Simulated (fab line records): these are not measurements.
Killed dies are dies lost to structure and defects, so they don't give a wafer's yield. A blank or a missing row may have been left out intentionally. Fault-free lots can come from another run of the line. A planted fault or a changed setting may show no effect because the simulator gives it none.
Which tool was responsible? || flow gf180mcu || 39 wafers from 13 lots sampled at 4 of the route's 602 steps

## WHAT EACH GAUGE READ, for each wafer
GF_DUAL_GATE_OVL_MEAS_11.
{"lot": "L327", "measured": "day 8 10:46", "on": "overlay-02", "DUAL_GATE_OVL (nm)": "2.2 1.6 1.7"}
{"lot": "L329", "measured": "day 8 21:31", "on": "overlay-02", "DUAL_GATE_OVL (nm)": "0.8 1.7 0.9"}
{"lot": "L330", "measured": "day 9 06:44", "on": "overlay-01", "DUAL_GATE_OVL (nm)": "-0.3 0.4 -0.6"}
{"lot": "L331", "measured": "day 9 13:38", "on": "overlay-01", "DUAL_GATE_OVL (nm)": "-0.4 0.1 -0.4"}
{"lot": "L332", "measured": "day 9 19:41", "on": "overlay-02", "DUAL_GATE_OVL (nm)": "-0.2 1.2 0.0"}
{"lot": "L337", "measured": "day 11 06:11", "on": "overlay-02", "DUAL_GATE_OVL (nm)": "-0.6 -1.6 -1.2"}
{"lot": "L340", "measured": "day 12 02:14", "on": "overlay-02", "DUAL_GATE_OVL (nm)": "2.0 1.2 2.8"}
{"lot": "L341", "measured": "day 12 08:01", "on": "overlay-02", "DUAL_GATE_OVL (nm)": "1.9 2.4 4.4"}
{"lot": "L343", "measured": "day 13 00:17", "on": "overlay-02", "DUAL_GATE_OVL (nm)": "-0.2 1.2 -0.1"}
{"lot": "L344", "measured": "day 13 05:11", "on": "overlay-02", "DUAL_GATE_OVL (nm)": "0.6 -0.5 0.8"}
{"lot": "L348", "measured": "day 14 10:47", "on": "overlay-01", "DUAL_GATE_OVL (nm)": "-2.3 -2.0 -1.2"}
{"lot": "L349", "measured": "day 14 18:46", "on": "overlay-01", "DUAL_GATE_OVL (nm)": "-1.2 -1.0 -1.5"}
{"lot": "L350", "measured": "day 14 21:29", "on": "overlay-02", "DUAL_GATE_OVL (nm)": "1.2 -0.1 0.8"}

GF_HV_LDD_TW_MEAS_50.
{"lot": "L327", "measured": "day 12 11:56", "on": "film-metro-01", "HV_LDD_4_TW": "564 561 566"}
{"lot": "L329", "measured": "day 13 00:38", "on": "film-metro-03", "HV_LDD_4_TW": "579 581 579"}
{"lot": "L330", "measured": "day 13 12:30", "on": "film-metro-01", "HV_LDD_4_TW": "565 564 568"}
{"lot": "L331", "measured": "day 13 19:08", "on": "film-metro-03", "HV_LDD_4_TW": "579 579 578"}
{"lot": "L332", "measured": "day 14 03:31", "on": "film-metro-04", "HV_LDD_4_TW": "563 563 564"}
{"lot": "L337", "measured": "day 15 17:27", "on": "film-metro-01", "HV_LDD_4_TW": "565 562 565"}
{"lot": "L340", "measured": "day 16 17:58", "on": "film-metro-01", "HV_LDD_4_TW": "498 495 496"}
{"lot": "L341", "measured": "day 17 00:29", "on": "film-metro-04", "HV_LDD_4_TW": "493 495 495"}
{"lot": "L343", "measured": "day 17 17:56", "on": "film-metro-01", "HV_LDD_4_TW": "567 567 568"}
{"lot": "L344", "measured": "day 18 01:59", "on": "film-metro-04", "HV_LDD_4_TW": "565 569 571"}
{"lot": "L348", "measured": "day 19 17:26", "on": "film-metro-03", "HV_LDD_4_TW": "575 572 574"}
{"lot": "L349", "measured": "day 20 03:37", "on": "film-metro-03", "HV_LDD_4_TW": "576 579 575"}
{"lot": "L350", "measured": "day 20 03:41", "on": "film-metro-01", "HV_LDD_4_TW": "564 566 567"}

## WHICH TOOL RAN EACH LOT (tool, then ch and the chambers of the sampled wafers, then the start)
{"lot": "L327", "GF_DUAL_GATE_STRIP_13": "plasma-asher-03 ch 0,1, day 8 10:54", "GF_HV_LDD_IMPLANT_48": "implanter-04 ch 0, day 12 11:41"}
{"lot": "L329", "GF_DUAL_GATE_STRIP_13": "plasma-asher-04 ch 0,1, day 8 21:50", "GF_HV_LDD_IMPLANT_48": "implanter-03 ch 0, day 13 00:23"}
{"lot": "L330", "GF_DUAL_GATE_STRIP_13": "plasma-asher-04 ch 0,1, day 9 06:57", "GF_HV_LDD_IMPLANT_48": "implanter-03 ch 0, day 13 12:16"}
{"lot": "L331", "GF_DUAL_GATE_STRIP_13": "plasma-asher-04 ch 0,1, day 9 13:45", "GF_HV_LDD_IMPLANT_48": "implanter-03 ch 0, day 13 18:53"}
{"lot": "L332", "GF_DUAL_GATE_STRIP_13": "plasma-asher-04 ch 0,1, day 9 19:50", "GF_HV_LDD_IMPLANT_48": "implanter-01 ch 0, day 14 03:17"}
{"lot": "L337", "GF_DUAL_GATE_STRIP_13": "plasma-asher-03 ch 0,1, day 11 06:17", "GF_HV_LDD_IMPLANT_48": "implanter-04 ch 0, day 15 17:13"}
{"lot": "L340", "GF_DUAL_GATE_STRIP_13": "plasma-asher-02 ch 0,1, day 12 02:22", "GF_HV_LDD_IMPLANT_48": "implanter-03 ch 0, day 16 17:44"}
{"lot": "L341", "GF_DUAL_GATE_STRIP_13": "plasma-asher-02 ch 0,1, day 12 08:09", "GF_HV_LDD_IMPLANT_48": "implanter-03 ch 0, day 17 00:14"}
{"lot": "L343", "GF_DUAL_GATE_STRIP_13": "plasma-asher-02 ch 1, day 13 00:23", "GF_HV_LDD_IMPLANT_48": "implanter-01 ch 0, day 17 17:43"}
{"lot": "L344", "GF_DUAL_GATE_STRIP_13": "plasma-asher-04 ch 0,1, day 13 05:18", "GF_HV_LDD_IMPLANT_48": "implanter-01 ch 0, day 18 01:44"}
{"lot": "L348", "GF_DUAL_GATE_STRIP_13": "plasma-asher-04 ch 0,1, day 14 10:53", "GF_HV_LDD_IMPLANT_48": "implanter-01 ch 0, day 19 17:12"}
{"lot": "L349", "GF_DUAL_GATE_STRIP_13": "plasma-asher-03 ch 0,1, day 14 18:53", "GF_HV_LDD_IMPLANT_48": "implanter-03 ch 0, day 20 03:22"}
{"lot": "L350", "GF_DUAL_GATE_STRIP_13": "plasma-asher-04 ch 1, day 14 21:37", "GF_HV_LDD_IMPLANT_48": "implanter-01 ch 0, day 20 03:26"}
- GF_DUAL_GATE_STRIP_13: strips in O2/N2.
- GF_HV_LDD_IMPLANT_48

## WHAT THE TOOLS THEMSELVES READ (means of the sampled wafers that have a number; where no wafer has one, the mark that the record gives instead)
GF_DUAL_GATE_STRIP_13.
{"lot": "L327", "tool": "plasma-asher-03", "drypump-motor-current-A (A)": 5.4, "heater-power-w (W)": 335, "o2-flow-sccm (sccm)": 2996, "oes-product-au (a.u.)": 0.714, "strip-time-to-endpoint-s (s)": 12.61}
{"lot": "L329", "tool": "plasma-asher-04", "drypump-motor-current-A (A)": 6.0, "heater-power-w (W)": 271, "o2-flow-sccm (sccm)": 3001, "oes-product-au (a.u.)": 0.716, "strip-time-to-endpoint-s (s)": 12.60}
{"lot": "L330", "tool": "plasma-asher-04", "drypump-motor-current-A (A)": 5.9, "heater-power-w (W)": 295, "o2-flow-sccm (sccm)": 2995, "oes-product-au (a.u.)": 0.716, "strip-time-to-endpoint-s (s)": 12.68}
{"lot": "L331", "tool": "plasma-asher-04", "drypump-motor-current-A (A)": 6.0, "heater-power-w (W)": 268, "o2-flow-sccm (sccm)": 2996, "oes-product-au (a.u.)": 0.715, "strip-time-to-endpoint-s (s)": 12.65}
{"lot": "L332", "tool": "plasma-asher-04", "drypump-motor-current-A (A)": 6.0, "heater-power-w (W)": 267, "o2-flow-sccm (sccm)": 2996, "oes-product-au (a.u.)": 0.715, "strip-time-to-endpoint-s (s)": 12.67}
{"lot": "L337", "tool": "plasma-asher-03", "drypump-motor-current-A (A)": 5.7, "heater-power-w (W)": 317, "o2-flow-sccm (sccm)": 3002, "oes-product-au (a.u.)": 0.710, "strip-time-to-endpoint-s (s)": 12.63}
{"lot": "L340", "tool": "plasma-asher-02", "drypump-motor-current-A (A)": 5.6, "heater-power-w (W)": 316, "o2-flow-sccm (sccm)": 3000, "oes-product-au (a.u.)": 0.715, "strip-time-to-endpoint-s (s)": 12.61}
{"lot": "L341", "tool": "plasma-asher-02", "drypump-motor-current-A (A)": 5.6, "heater-power-w (W)": 313, "o2-flow-sccm (sccm)": 3003, "oes-product-au (a.u.)": 0.713, "strip-time-to-endpoint-s (s)": 12.70}
{"lot": "L343", "tool": "plasma-asher-02", "drypump-motor-current-A (A)": 5.6, "heater-power-w (W)": 308, "o2-flow-sccm (sccm)": 3010, "oes-product-au (a.u.)": 0.714, "strip-time-to-endpoint-s (s)": 12.62}
{"lot": "L344", "tool": "plasma-asher-04", "drypump-motor-current-A (A)": 6.1, "heater-power-w (W)": 272, "o2-flow-sccm (sccm)": 3001, "oes-product-au (a.u.)": 0.713, "strip-time-to-endpoint-s (s)": 12.60}
{"lot": "L348", "tool": "plasma-asher-04", "drypump-motor-current-A (A)": 6.0, "heater-power-w (W)": 270, "o2-flow-sccm (sccm)": 3000, "oes-product-au (a.u.)": 0.717, "strip-time-to-endpoint-s (s)": 12.61}
{"lot": "L349", "tool": "plasma-asher-03", "drypump-motor-current-A (A)": 5.5, "heater-power-w (W)": 341, "o2-flow-sccm (sccm)": 2999, "oes-product-au (a.u.)": 0.712, "strip-time-to-endpoint-s (s)": 12.59}
{"lot": "L350", "tool": "plasma-asher-04", "drypump-motor-current-A (A)": 5.7, "heater-power-w (W)": 317, "o2-flow-sccm (sccm)": 3000, "oes-product-au (a.u.)": 0.720, "strip-time-to-endpoint-s (s)": 12.59}

GF_HV_LDD_IMPLANT_48.
{"lot": "L327", "tool": "implanter-04", "dose-ions-cm2": 3e+13, "faraday-current-uA": 167}
{"lot": "L329", "tool": "implanter-03", "dose-ions-cm2": 3e+13, "faraday-current-uA": 169}
{"lot": "L330", "tool": "implanter-03", "dose-ions-cm2": 3e+13, "faraday-current-uA": 167}
{"lot": "L331", "tool": "implanter-03", "dose-ions-cm2": 3e+13, "faraday-current-uA": 169}
{"lot": "L332", "tool": "implanter-01", "dose-ions-cm2": 3e+13, "faraday-current-uA": 169}
{"lot": "L337", "tool": "implanter-04", "dose-ions-cm2": 3e+13, "faraday-current-uA": 172}
{"lot": "L340", "tool": "implanter-03", "dose-ions-cm2": 2e+13, "faraday-current-uA": 114}
{"lot": "L341", "tool": "implanter-03", "dose-ions-cm2": 2e+13, "faraday-current-uA": 114}
{"lot": "L343", "tool": "implanter-01", "dose-ions-cm2": 3e+13, "faraday-current-uA": 169}
{"lot": "L344", "tool": "implanter-01", "dose-ions-cm2": 3e+13, "faraday-current-uA": 169}
{"lot": "L348", "tool": "implanter-01", "dose-ions-cm2": 3e+13, "faraday-current-uA": 166}
{"lot": "L349", "tool": "implanter-03", "dose-ions-cm2": 3e+13, "faraday-current-uA": 168}
{"lot": "L350", "tool": "implanter-01", "dose-ions-cm2": 3e+13, "faraday-current-uA": 171}

## THE ANSWER, worked out from the rows above alone
Rule: what is usual is taken from the lots themselves. The widest of any qualifying gaps counts: lots, ordered by their means at a reading, are off when they make up no more than a third of the lots, leave a main group of 4 or more, and stand apart from it by 3 or more times the standard deviation of that group's means. If all means in a main group match to the digits the tables above print for the reading, that group is not used. Also off: a lot with no number at a reading for which 4 or more lots have one. Any other lot the step has rows for is counted as sound. After the gauges, taken in route order, come the tools' own readings; for these a lot's mean is taken, as printed above. At the first step where some lot is off, the reading lying furthest off is the one used; lots without a number count as furthest.
Off: L340, L341, seen at GF_HV_LDD_TW_MEAS_50 (HV_LDD_4_TW). The main group has a mean of 570 with a standard deviation of 6.
If a tool, at a process step before that reading, ran all the lots that are off and no sound lot after the first of them, it fits. The gauges at GF_HV_LDD_TW_MEAS_50 aren't tried: what is off there is off at GF_HV_LDD_IMPLANT_48 too, on other tools, and a gauge's error can't cause that. Of those tried, none fits.

## WHAT HAD BEEN PUT IN BY THE SIMULATOR
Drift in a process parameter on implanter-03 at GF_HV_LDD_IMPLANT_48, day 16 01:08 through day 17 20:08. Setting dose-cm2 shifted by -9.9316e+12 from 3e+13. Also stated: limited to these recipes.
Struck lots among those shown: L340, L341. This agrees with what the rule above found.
